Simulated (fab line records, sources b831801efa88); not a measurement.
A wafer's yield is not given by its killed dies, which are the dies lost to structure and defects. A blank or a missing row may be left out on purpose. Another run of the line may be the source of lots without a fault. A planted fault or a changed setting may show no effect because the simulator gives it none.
fab line records + flow gf180mcu
[record]
- lots = 6
- wafers = 18
- last-day = 34
route steps=602 shown V1@349
lots untouched by any fault: they come from a run of this same line in which no faults occurred
start-h: the number of hours between the record's first day and the start of the first shown wafer of the lot + wait-h: time in hours since the lot's previous step + " the same as in the row above + L1.1+2: a single row standing in for several wafers + - no value, or no start was given + * or withheld: withheld + < > ~ a bound
route shown NAME@n: NAME is a module with steps in the file, n the number in the route of the first one + usual: the fault-free wafers' mean and standard deviation + same: alike in all rows + chamber/n: place in a boat + sites: each site's reading + _std_site: standard deviation across them + _edge_site: inner sites' mean taken away from outer sites' mean + radius-mm: for every site, how far away it sits from the centre of the wafer + mask NAME#n: copy n + behind: the last tool/chamber to shape the wafer + hold: why the lot was held/for how many hours/how that ended + device: the n, p or np transistor that did not switch + end of line: the same wafers' tests at the end of the route + a step without rows: its recipe alone + killed: count of dies lost to structure and defects at first sort (not the wafer's yield) + map: shows each die of a wafer: x if killed, . if not, _ if none is there
set.NAME: the setting as run; set.NAME@STEP: as run at that earlier step + model.NAME: the simulator's own value behind a step, which no gauge read
a table for each step, a row for each wafer; lots at some steps of the route
services: a tool's chamber out of use, with start hour (start-h, from the record's first day; less than 0 if before it), hours out, and reason
[[steps]]
[step GF_V1_CD_MEAS_14]
[recipe]
- target-cd-nm = 260
[usual]
- cd-nm = 259.7/1.4
| lot.wafer | tool      | chamber | start-h | wait-h | cd-nm |
|-----------|-----------|---------|---------|--------|-------|
| L549.4    | cd-sem-02 | -       | 441.22  | 0.1    | 258.7 |
| L549.5    | "         | -       | "       | "      | 258.8 |
| L549.6    | "         | -       | "       | "      | 259.1 |
| L550.2    | cd-sem-01 | -       | 447.55  | 0.1    | 257.6 |
| L550.3    | "         | -       | "       | "      | 257.6 |
| L550.4    | "         | -       | "       | "      | 258.3 |
| L557.1    | cd-sem-02 | -       | 522.20  | 0.1    | 260.6 |
| L557.3    | "         | -       | "       | "      | 261.9 |
| L557.5    | "         | -       | "       | "      | 260.7 |
| L558.2    | cd-sem-01 | -       | 525.43  | 0.1    | 260.5 |
| L558.3    | "         | -       | "       | "      | 259.3 |
| L558.5    | "         | -       | "       | "      | 259.6 |
| L562.1    | cd-sem-01 | -       | 561.01  | 0.1    | 259.7 |
| L562.5    | "         | -       | "       | "      | 259.3 |
| L562.6    | "         | -       | "       | "      | 258.5 |
| L568.2    | cd-sem-01 | -       | 597.35  | 0.1    | 257.7 |
| L568.4    | "         | -       | "       | "      | 259.8 |
| L568.5    | "         | -       | "       | "      | 259.2 |
[step GF_V1_OVL_MEAS_15]
[usual]
- V1_OVL = 3/6.6
| lot.wafer | tool       | chamber | start-h | wait-h | V1_OVL[nm] |
|-----------|------------|---------|---------|--------|------------|
| L549.4    | overlay-02 | -       | 441.30  | 0.1    | 1          |
| L549.5    | "          | -       | "       | "      | 4          |
| L549.6    | "          | -       | "       | "      | 6          |
| L550.2    | overlay-01 | -       | 447.66  | 0.1    | 17         |
| L550.3    | "          | -       | "       | "      | 13         |
| L550.4    | "          | -       | "       | "      | 16         |
| L557.1    | overlay-02 | -       | 522.32  | 0.1    | 7          |
| L557.3    | "          | -       | "       | "      | 9          |
| L557.5    | "          | -       | "       | "      | 6          |
| L558.2    | overlay-02 | -       | 525.53  | 0.1    | -11        |
| L558.3    | "          | -       | "       | "      | -7         |
| L558.5    | "          | -       | "       | "      | -2         |
| L562.1    | overlay-02 | -       | 561.13  | 0.1    | 4          |
| L562.5    | "          | -       | "       | "      | 4          |
| L562.6    | "          | -       | "       | "      | 9          |
| L568.2    | overlay-02 | -       | 597.48  | 0.1    | 11         |
| L568.4    | "          | -       | "       | "      | 12         |
| L568.5    | "          | -       | "       | "      | 8          |
[step GF_V1_ETCH_16]
[recipe]
- chemistry = N2/H2
- target-depth-a = withheld
- overetch-a = withheld
- time-s = withheld
- target = BARC
- ion-energy-ev = 200
- source-w = 500
- bias-w = 100
- pressure-mtorr = 30
- n2-flow-sccm = 100
- h2-flow-sccm = 200
[usual]
- drypump-motor-current-A = 5.8/0.34
- oes-product-au = 0.853/0.0043
- throttle-valve-pct = 13.224/0.009
| lot.wafer | tool        | chamber | start-h | wait-h | drypump-motor-current-A | oes-product-au | throttle-valve-pct |
|-----------|-------------|---------|---------|--------|-------------------------|----------------|--------------------|
| L549.4    | rie-diel-02 | 2       | 441.32  | 0.0    | 5.4                     | 0.845          | 13.213             |
| L549.5    | "           | 2       | "       | "      | 5.4                     | 0.848          | 13.218             |
| L549.6    | "           | 3       | "       | "      | 6.3                     | 0.863          | 13.219             |
| L550.2    | rie-diel-01 | 1       | 447.69  | 0.0    | 5.7                     | 0.867          | 13.228             |
| L550.3    | "           | 3       | "       | "      | 6.3                     | 0.854          | 13.213             |
| L550.4    | "           | 2       | "       | "      | 6.5                     | 0.849          | 13.215             |
| L557.1    | rie-diel-02 | 1       | 522.35  | 0.0    | 6.1                     | 0.846          | 13.226             |
| L557.3    | "           | 0       | "       | "      | 5.2                     | 0.843          | 13.220             |
| L557.5    | "           | 2       | "       | "      | 5.4                     | 0.851          | 13.216             |
| L558.2    | rie-diel-01 | 3       | 525.56  | 0.0    | 6.3                     | 0.856          | 13.245             |
| L558.3    | "           | 1       | "       | "      | 5.8                     | 0.851          | 13.233             |
| L558.5    | "           | 1       | "       | "      | 5.8                     | 0.850          | 13.203             |
| L562.1    | rie-diel-02 | 3       | 561.16  | 0.0    | 6.4                     | 0.846          | 13.222             |
| L562.5    | "           | 2       | "       | "      | 5.4                     | 0.851          | 13.218             |
| L562.6    | "           | 3       | "       | "      | 6.4                     | 0.854          | 13.216             |
| L568.2    | rie-diel-02 | 0       | 597.51  | 0.0    | 5.3                     | 0.853          | 13.219             |
| L568.4    | "           | 3       | "       | "      | 6.4                     | 0.851          | 13.240             |
| L568.5    | "           | 2       | "       | "      | 5.4                     | 0.852          | 13.214             |
[step GF_V1_ETCH_17]
[recipe]
- chemistry = C4F8/O2/Ar
- mask-material = KrF
- target = SiO2
- stop-on = TiN
- source-w = 1500
- bias-w = 1200
- pressure-mtorr = 40
- c4f8-flow-sccm = withheld
- O2_flow_sccm = 6
- Ar_flow_sccm = 300
- time-s = withheld
- target-depth-a = 6300
[step GF_V1_STRIP_18]
[recipe]
- chemistry = O2/N2
- power-w = 1400
- pressure-mtorr = 1500
- platen-temp-c = 250
- o2-flow-sccm = 3000
- n2-flow-sccm = 300
- overash-fraction = 0.5
[usual]
- drypump-motor-current-A = 5.6/0.37
- heater-power-w = 346/18
- oes-product-au = 0.592/0.0044
- platen-temp-c = 250.00/0.17
| lot.wafer | tool            | chamber | start-h | wait-h | drypump-motor-current-A | heater-power-w | oes-product-au | platen-temp-c | rf-hours-counter-h |
|-----------|-----------------|---------|---------|--------|-------------------------|----------------|----------------|---------------|--------------------|
| L549.4    | plasma-asher-01 | 0       | 441.48  | -      | 4.8                     | 346            | 0.591          | 249.65        | -                  |
| L549.5    | "               | 1       | "       | "      | 5.9                     | 357            | 0.590          | 250.08        | -                  |
| L549.6    | "               | 0       | "       | "      | 4.8                     | 335            | 0.583          | 249.81        | -                  |
| L550.2    | plasma-asher-04 | 1       | 447.82  | -      | 5.7                     | 322            | 0.593          | 250.04        | 79                 |
| L550.3    | "               | 1       | "       | "      | 5.7                     | 326            | 0.591          | 249.92        | -                  |
| L550.4    | "               | 0       | "       | "      | 5.8                     | 354            | 0.589          | 250.06        | -                  |
| L557.1    | plasma-asher-01 | 1       | 522.48  | -      | 5.9                     | 346            | 0.591          | 250.35        | 9                  |
| L557.3    | "               | 0       | "       | "      | 4.8                     | 338            | 0.580          | 250.16        | -                  |
| L557.5    | "               | 1       | "       | "      | 5.9                     | 339            | 0.595          | 250.03        | -                  |
| L558.2    | plasma-asher-03 | 0       | 525.69  | -      | 5.6                     | 390            | 0.596          | 249.82        | 77                 |
| L558.3    | "               | 1       | "       | "      | 5.6                     | 342            | 0.594          | 250.04        | -                  |
| L558.5    | "               | 0       | "       | "      | 5.5                     | 390            | 0.599          | 250.20        | -                  |
| L562.1    | plasma-asher-01 | 1       | 561.29  | -      | 5.9                     | 340            | 0.592          | 249.99        | 13                 |
| L562.5    | "               | 0       | "       | "      | 4.8                     | 334            | 0.584          | 249.96        | -                  |
| L562.6    | "               | 1       | "       | "      | 5.9                     | 342            | 0.587          | 250.02        | -                  |
| L568.2    | plasma-asher-03 | 0       | 597.64  | -      | 5.6                     | 394            | 0.590          | 249.99        | 85                 |
| L568.4    | "               | 1       | "       | "      | 5.7                     | 344            | 0.599          | 249.92        | -                  |
| L568.5    | "               | 0       | "       | "      | 5.5                     | 379            | 0.592          | 249.95        | -                  |
[step GF_V1_STRIP_19]
[recipe]
- chemistry = post-etch-residue-remover
- time-s = 1200
- temp-c = 72.5
[step GF_V1_CLEAN_20]
[recipe]
- chemistry = DIW
- dry = n2-spin
[step GF_V1_SPUTTER_21]
[recipe]
- material = Ti
- target-thk-nm = 15
- chamber-pressure-pa = 5
- power-w = 2500
- substrate-temp-c = 200
- time-s = 80.02
[usual]
- throttle-valve-pct = 30.2/0.89
| lot.wafer | tool           | chamber | start-h | wait-h | throttle-valve-pct |
|-----------|----------------|---------|---------|--------|--------------------|
| L549.4    | pvd-sputter-04 | -       | 442.01  | 0.0    | 31.2               |
| L549.5    | "              | -       | "       | "      | 30.5               |
| L549.6    | "              | -       | "       | "      | 28.6               |
| L550.2    | pvd-sputter-04 | -       | 448.35  | 0.0    | 30.6               |
| L550.3    | "              | -       | "       | "      | 30.9               |
| L550.4    | "              | -       | "       | "      | 30.4               |
| L557.1    | pvd-sputter-04 | -       | 523.01  | 0.0    | 31.3               |
| L557.3    | "              | -       | "       | "      | 28.4               |
| L557.5    | "              | -       | "       | "      | 30.6               |
| L558.2    | pvd-sputter-04 | -       | 526.23  | 0.0    | 28.5               |
| L558.3    | "              | -       | "       | "      | 30.2               |
| L558.5    | "              | -       | "       | "      | 28.9               |
| L562.1    | pvd-sputter-02 | -       | 561.86  | 0.0    | 28.6               |
| L562.5    | "              | -       | "       | "      | 29.5               |
| L562.6    | "              | -       | "       | "      | 30.3               |
| L568.2    | pvd-sputter-04 | -       | 598.17  | 0.0    | 29.9               |
| L568.4    | "              | -       | "       | "      | 30.2               |
| L568.5    | "              | -       | "       | "      | 28.3               |
[step GF_V1_SPUTTER_22]
[recipe]
- material = TiN
- target-thk-nm = 10
- chamber-pressure-pa = 5
- power-w = 4000
- time-s = 40
[usual]
- throttle-valve-pct = 30.2/0.89
| lot.wafer | tool           | chamber | start-h | wait-h | throttle-valve-pct |
|-----------|----------------|---------|---------|--------|--------------------|
| L549.4    | pvd-sputter-04 | -       | 442.06  | 0.0    | 31.2               |
| L549.5    | "              | -       | "       | "      | 30.3               |
| L549.6    | "              | -       | "       | "      | 28.8               |
| L550.2    | pvd-sputter-04 | -       | 448.41  | 0.0    | 30.3               |
| L550.3    | "              | -       | "       | "      | 31.2               |
| L550.4    | "              | -       | "       | "      | 30.4               |
| L557.1    | pvd-sputter-04 | -       | 523.08  | 0.0    | 31.3               |
| L557.3    | "              | -       | "       | "      | 28.9               |
| L557.5    | "              | -       | "       | "      | 30.2               |
| L558.2    | pvd-sputter-04 | -       | 526.29  | 0.0    | 28.6               |
| L558.3    | "              | -       | "       | "      | 30.2               |
| L558.5    | "              | -       | "       | "      | 28.4               |
| L562.1    | pvd-sputter-02 | -       | 561.92  | 0.0    | 28.3               |
| L562.5    | "              | -       | "       | "      | 29.6               |
| L562.6    | "              | -       | "       | "      | 30.1               |
| L568.2    | pvd-sputter-04 | -       | 598.23  | 0.0    | 30.1               |
| L568.4    | "              | -       | "       | "      | 30.5               |
| L568.5    | "              | -       | "       | "      | 28.8               |
[step GF_V1_CVD_23]
[recipe]
- material = W
- target-thk-nm = 350
- time-s = 105.05
- temp-c = 400
- pressure-torr = 40
[usual]
- heater-power-outer-w = 496/41
- heater-power-w = 778/37
| lot.wafer | tool     | chamber | start-h | wait-h | heater-power-outer-w | heater-power-w |
|-----------|----------|---------|---------|--------|----------------------|----------------|
| L549.4    | cvd-w-02 | 0       | 442.12  | 0.0    | 514                  | 805            |
| L549.5    | "        | 1       | "       | "      | 455                  | 765            |
| L549.6    | "        | 0       | "       | "      | 525                  | 765            |
| L550.2    | cvd-w-02 | 0       | 448.45  | 0.0    | 505                  | 788            |
| L550.3    | "        | 1       | "       | "      | 472                  | 750            |
| L550.4    | "        | 0       | "       | "      | 516                  | 791            |
| L557.1    | cvd-w-01 | 0       | 523.11  | 0.0    | 451                  | 727            |
| L557.3    | "        | 1       | "       | "      | 541                  | 834            |
| L557.5    | "        | 1       | "       | "      | 541                  | 825            |
| L558.2    | cvd-w-02 | 0       | 526.33  | 0.0    | 539                  | 811            |
| L558.3    | "        | 0       | "       | "      | 526                  | 769            |
| L558.5    | "        | 1       | "       | "      | 459                  | 769            |
| L562.1    | cvd-w-02 | 0       | 561.96  | 0.0    | 541                  | 789            |
| L562.5    | "        | 0       | "       | "      | 515                  | 802            |
| L562.6    | "        | 1       | "       | "      | 464                  | 775            |
| L568.2    | cvd-w-01 | 1       | 598.27  | 0.0    | 562                  | 824            |
| L568.4    | "        | 1       | "       | "      | 546                  | 839            |
| L568.5    | "        | 1       | "       | "      | 550                  | 811            |
[step GF_V1_RS_MEAS_24]
[recipe]
- thk-meas-gauge = four-point-probe
- reads = W_of_V1_CVD_23+TiN_of_V1_SPUTTER_22+Ti_of_V1_SPUTTER_21
[usual]
- V1_W_RS = 0.326/0.0037
| lot.wafer | tool          | chamber | start-h | wait-h | V1_W_RS[ohm/sq] |
|-----------|---------------|---------|---------|--------|-----------------|
| L549.4    | film-metro-03 | -       | 442.25  | 0.1    | 0.328           |
| L549.5    | "             | -       | "       | "      | 0.330           |
| L549.6    | "             | -       | "       | "      | 0.331           |
| L550.2    | film-metro-03 | -       | 448.59  | 0.1    | 0.332           |
| L550.3    | "             | -       | "       | "      | 0.329           |
| L550.4    | "             | -       | "       | "      | 0.331           |
| L557.1    | film-metro-01 | -       | 523.23  | 0.1    | 0.319           |
| L557.3    | "             | -       | "       | "      | 0.323           |
| L557.5    | "             | -       | "       | "      | 0.325           |
| L558.2    | film-metro-04 | -       | 526.46  | 0.1    | 0.333           |
| L558.3    | "             | -       | "       | "      | 0.328           |
| L558.5    | "             | -       | "       | "      | 0.332           |
| L562.1    | film-metro-04 | -       | 562.07  | 0.1    | 0.329           |
| L562.5    | "             | -       | "       | "      | 0.327           |
| L562.6    | "             | -       | "       | "      | 0.327           |
| L568.2    | film-metro-04 | -       | 598.40  | 0.1    | 0.326           |
| L568.4    | "             | -       | "       | "      | 0.328           |
| L568.5    | "             | -       | "       | "      | 0.326           |
[step GF_V1_THK_MEAS_25]
[recipe]
- thk-meas-gauge = xrf
- reads = W_of_V1_CVD_23
[usual]
- V1_W_THK = 354/5
| lot.wafer | tool          | chamber | start-h | wait-h | V1_W_THK[nm] |
|-----------|---------------|---------|---------|--------|--------------|
| L549.4    | film-metro-03 | -       | 442.34  | 0.1    | 356          |
| L549.5    | "             | -       | "       | "      | 354          |
| L549.6    | "             | -       | "       | "      | 354          |
| L550.2    | film-metro-03 | -       | 448.70  | 0.1    | 353          |
| L550.3    | "             | -       | "       | "      | 356          |
| L550.4    | "             | -       | "       | "      | 354          |
| L557.1    | film-metro-01 | -       | 523.35  | 0.1    | 359          |
| L557.3    | "             | -       | "       | "      | 356          |
| L557.5    | "             | -       | "       | "      | 351          |
| L558.2    | film-metro-04 | -       | 526.57  | 0.1    | 347          |
| L558.3    | "             | -       | "       | "      | 352          |
| L558.5    | "             | -       | "       | "      | 349          |
| L562.1    | film-metro-04 | -       | 562.19  | 0.1    | 351          |
| L562.5    | "             | -       | "       | "      | 353          |
| L562.6    | "             | -       | "       | "      | 353          |
| L568.2    | film-metro-04 | -       | 598.51  | 0.1    | 355          |
| L568.4    | "             | -       | "       | "      | 354          |
| L568.5    | "             | -       | "       | "      | 354          |
[step GF_V1_CMP_26]
[recipe]
- stop-on = SiO2
- down-force-psi = 3.5
- platen-rpm = 60
- t-overpolish-s = 15.68
- target-thk-nm = 0
- pad-velocity-m-s = 0.94248
[usual]
- edge-zone-pressure-frac = 1.001/0.0047
- head-pressure-psi = 3.500/0.0085
- motor-current-A = 11.3/1.1
- overpolish-run-s = 15.679/0.0095
- slurry-flow-ml-min = 150.0/0.48
- time-to-endpoint-s = 85/3.9
| lot.wafer | tool   | chamber | start-h | wait-h | edge-zone-pressure-frac | head-pressure-psi | motor-current-A | overpolish-run-s | slurry-flow-ml-min | time-to-endpoint-s | model.W_of_V1_CVD_23.thk-nm | model.SiO2_of_V1_CVD_02.thk-nm |
|-----------|--------|---------|---------|--------|-------------------------|-------------------|-----------------|------------------|--------------------|--------------------|-----------------------------|--------------------------------|
| L549.4    | cmp-01 | 2       | 442.52  | 0.2    | 1.003                   | 3.489             | 10.1            | 15.680           | 149.4              | 85                 | 0                           | 629                            |
| L549.5    | "      | 3       | "       | "      | 1.009                   | 3.499             | 11.0            | 15.679           | 149.9              | 85                 | 0                           | 628.4                          |
| L549.6    | "      | 0       | "       | "      | 0.999                   | 3.508             | 12.6            | 15.665           | 149.8              | 80                 | 0                           | 628.5                          |
| L550.4    | cmp-02 | 0       | 449.00  | 0.3    | 0.998                   | 3.498             | 11.4            | 15.674           | 149.9              | 80                 | 0                           | 628.4                          |
| L550.3    | "      | 1       | "       | "      | 0.991                   | 3.502             | 10.5            | 15.683           | 150.0              | 86                 | 0                           | 627.5                          |
| L550.2    | "      | 2       | "       | "      | 0.988                   | 3.509             | 13.8            | 15.668           | 149.2              | 82                 | 0                           | 627.4                          |
| L557.1    | cmp-01 | 0       | 523.41  | 0.1    | -                       | -                 | -               | -                | -                  | -                  | 359                         | 632.5                          |
| L557.3    | "      | 1       | "       | "      | -                       | -                 | -               | -                | -                  | -                  | 354.4                       | 632                            |
| L557.5    | "      | 0       | "       | "      | -                       | -                 | -               | -                | -                  | -                  | 352.3                       | 630.8                          |
| L558.3    | cmp-02 | 3       | 526.67  | 0.1    | -                       | -                 | -               | -                | -                  | -                  | 348.9                       | 633.1                          |
| L558.2    | "      | 1       | "       | "      | -                       | -                 | -               | -                | -                  | -                  | 344.3                       | 631.2                          |
| L558.5    | "      | 3       | "       | "      | -                       | -                 | -               | -                | -                  | -                  | 345.3                       | 632.6                          |
| L562.1    | cmp-01 | 1       | 562.55  | 0.4    | 1.004                   | 3.515             | 11.0            | 15.684           | 151.1              | 88                 | 0                           | 628                            |
| L562.6    | "      | 3       | "       | "      | 1.006                   | 3.502             | 11.7            | 15.668           | 150.5              | 91                 | 0                           | 627.6                          |
| L562.5    | "      | 0       | "       | "      | 0.997                   | 3.494             | 12.8            | 15.683           | 150.5              | 89                 | 0                           | 629.2                          |
| L568.4    | cmp-01 | 0       | 598.66  | 0.1    | 1.009                   | 3.522             | 12.2            | 15.678           | 150.0              | 84                 | 0                           | 629.4                          |
| L568.2    | "      | 1       | "       | "      | 1.001                   | 3.502             | 10.7            | 15.680           | 150.3              | 82                 | 0                           | 629.4                          |
| L568.5    | "      | 3       | "       | "      | 0.995                   | 3.507             | 10.6            | 15.688           | 149.5              | 83                 | 0                           | 629.9                          |
[[services]]
| tool            | chamber | start-h | hours | kind                   |
|-----------------|---------|---------|-------|------------------------|
| plasma-asher-01 | -       | 421.25  | 9.0   | pm                     |
| pvd-sputter-04  | 1       | 432.75  | -     | consumable-replace:kit |
| rie-diel-01     | 1       | 438.91  | 3.3   | repair                 |
| cmp-01          | -       | 445.80  | 5.2   | pm                     |
| plasma-asher-04 | -       | 449.85  | 1.2   | repair                 |
| cmp-02          | -       | 452.74  | 1.4   | repair                 |
| plasma-asher-03 | -       | 452.78  | 1.8   | repair                 |
| cmp-01          | -       | 453.23  | 1.7   | repair                 |
| rie-diel-02     | 2       | 460.15  | 5.1   | repair                 |
| pvd-sputter-02  | -       | 479.58  | 3.5   | repair                 |
| pvd-sputter-02  | -       | 500.48  | 1.1   | repair                 |
| cmp-02          | -       | 500.90  | 5.3   | pm                     |
| pvd-sputter-02  | -       | 506.28  | 4.6   | repair                 |
| cmp-02          | -       | 506.98  | 11.1  | repair                 |
| rie-diel-01     | 3       | 507.79  | 2.0   | repair                 |
| rie-diel-01     | 2       | 532.91  | 3.4   | repair                 |
| rie-diel-01     | -       | 541.20  | 28.1  | pm                     |
| rie-diel-02     | -       | 548.62  | 0.4   | repair                 |
| cmp-01          | -       | 553.75  | 0.6   | repair                 |
| plasma-asher-01 | -       | 554.40  | 2.9   | repair                 |
| cmp-02          | -       | 557.88  | 10.2  | repair                 |
| plasma-asher-04 | -       | 561.60  | 0.8   | repair                 |
| cmp-01          | -       | 573.41  | 4.0   | pm                     |
| cmp-02          | -       | 580.02  | 5.0   | pm                     |
[[key]]
[first-sign]
- step = GF_V1_CMP_26
- reading = tool-record
- direction = missing
effect none on later readings
[model-effect]
- step = GF_V1_CMP_26
- value = W_of_V1_CVD_23.thk-nm
- without = 0
- struck = 350.7
met-at GF_V1_CMP_26
struck-wafers L557.1,L557.3,L557.5,L558.2,L558.3,L558.5
later-rows-left-out L557.1,L557.3,L557.5,L558.2,L558.3,L558.5
sort-left-out L557.1,L557.3,L557.5,L558.2,L558.3,L558.5
onset-between 449.00 523.41
[fault]
- kind = skipped-step-whole
- tool = cmp-01,cmp-02
- chamber = -
- onset-h = 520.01
- steps = GF_V1_CMP_26
- scope = struck-lots-only
// sort-left-out: the simulated sort isn't trusted on such a fault, so these wafers' sort isn't shown, and their yield isn't known
// later-rows-left-out: the simulator's readings of these wafers behind a module that went badly wrong aren't trusted and aren't shown, but for the sort
